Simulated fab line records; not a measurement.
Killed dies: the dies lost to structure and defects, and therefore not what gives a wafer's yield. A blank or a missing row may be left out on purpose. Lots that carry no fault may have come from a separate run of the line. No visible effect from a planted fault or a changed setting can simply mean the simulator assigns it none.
Split-lot trial	flow sfq line	23 wafers read from 5 lots, route of 325 steps

## SPLIT DETAILS
At SFQ_TRILAYER_M8_DEP_EVAP_196 (material Au, target thk 180 nm, time 900 s), the setting time s was moved away from the recipe's 900 s on 9 of the 23 wafers read, by -7.4% to +13.0%. This setting was run at the recipe's value on the other wafers.

## FROM SPLIT TO READING: 1 step shown by the file between the two
- SFQ_M8_RS_MEAS_949: measures by four-point-probe

## THE READING
M8_AU_THK, in nm, at SFQ_M8_THK_MEAS_950 (measures by xrf). On this fab line, fault-free wafers typically give 178.7 nm with a standard deviation of 2.3 nm.

wafer	tool, chamber at the split	time s as run, s	against the recipe	M8_AU_THK, nm	against lot-mates on the recipe
L075.1	pvd sputter-01, -	900	recipe	181.6	-
L075.2	pvd sputter-01, -	900	recipe	178.9	-
L075.3	pvd sputter-01, -	900	recipe	179.8	-
L075.4	pvd sputter-01, -	900	recipe	179.2	-
L075.6	pvd sputter-01, -	900	recipe	179.6	-
L078.2	pvd sputter-02, -	1017	+13.0%	202.8	+22.7
L078.3	pvd sputter-02, -	1017	+13.0%	202.1	+21.9
L078.4	pvd sputter-02, -	1017	+13.0%	199.5	+19.3
L078.5	pvd sputter-02, -	900	recipe	180.0	-
L078.6	pvd sputter-02, -	900	recipe	180.3	-
L080.1	pvd sputter-02, -	900	recipe	180.7	-
L080.3	pvd sputter-02, -	900	recipe	180.4	-
L080.4	pvd sputter-02, -	900	recipe	177.6	-
L083.1	pvd sputter-01, -	833.4	-7.4%	163.8	-13.7
L083.2	pvd sputter-01, -	833.4	-7.4%	163.4	-14.1
L083.3	pvd sputter-01, -	900	recipe	177.9	-
L083.4	pvd sputter-01, -	900	recipe	177.1	-
L083.5	pvd sputter-01, -	833.4	-7.4%	165.1	-12.4
L084.1	pvd sputter-02, -	956.2	+6.2%	191.6	+12.0
L084.2	pvd sputter-02, -	956.2	+6.2%	190.6	+11.0
L084.3	pvd sputter-02, -	900	recipe	179.3	-
L084.5	pvd sputter-02, -	956.2	+6.2%	190.0	+10.4
L084.6	pvd sputter-02, -	900	recipe	179.8	-

THE FIT
A straight line over all 23 wafers: M8_AU_THK changes by +1.81 nm for each +1% of time s; r = +0.99; the points scatter about the line by 1.4 nm.
The same after taking each lot's own level away (the mean of its wafers on the recipe; 23 wafers): +1.7 nm for each +1%; r = +0.99; scatter 1.1 nm.
Per that fit: largest time s move, reading shift of 22 nm.
Measured against the standard deviation above, the lots' own levels, which go from 177.50 to 180.15 nm, span 1.2 times it.
The two slopes agree, so the slope changes little with the lot-to-lot level.
Check: for one of the wafers moved furthest among these (+13.0%), held out of the fit, the line's prediction against its lot-mates is +21.8 nm. Against them it came out at +22.7 nm.

## ADDITIONAL SPLITS CARRIED BY THESE WAFERS
Before the reading, these wafers also passed through other splits. Each is held against what the fit with the lots' levels taken away leaves over:
other split on the same wafers	wafers away from the commonest value	r with M8_AU_THK (lot level and that fit taken away)
SFQ_TRILAYER_M6_ETCH_METAL_ETCH_162 icp w	9	+0.31
SFQ_TRILAYER_I6_VIA_LITHO_COAT_169 spin rpm	10	+0.06
SFQ_TRILAYER_M7_LITHO_COAT_177 resist thk nm	7	-0.08
SFQ_TRILAYER_M7_ETCH_METAL_ETCH_180 bias w	2	+0.06
SFQ_TRILAYER_I7_CMP_CMP_184 leave above ref nm	7	-0.22
SFQ_TRILAYER_I7_VIA_LITHO_EXPOSE_188 dose mj	8	+0.35
SFQ_TRILAYER_I7_VIA_BARC_OPEN_VIA_ETCH_260 bias w	10	+0.27

## THE WHOLE CHAIN: every reading that the file lists as answering this split, in the file's order
step	what it does	reading	change (the file's fit)	r (the file's)
SFQ_TRILAYER_M8_DEP_EVAP_196	material Au, target thk 180 nm, time 900 s	Au_of_TRILAYER_M8_DEP_EVAP_196.thk nm (the simulator's own value, which no gauge read)	+1.74 nm for each +1% of the setting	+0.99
SFQ_M8_RS_MEAS_949	measures by four-point-probe	M8_AU_RS	-0.00137 for each +1% of the setting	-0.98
SFQ_M8_THK_MEAS_950	measures by xrf	M8_AU_THK	+1.7 for each +1% of the setting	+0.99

## FILE'S OWN FIT
M8_AU_THK changes by +1.7 nm for each +1% of time s, r = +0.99.
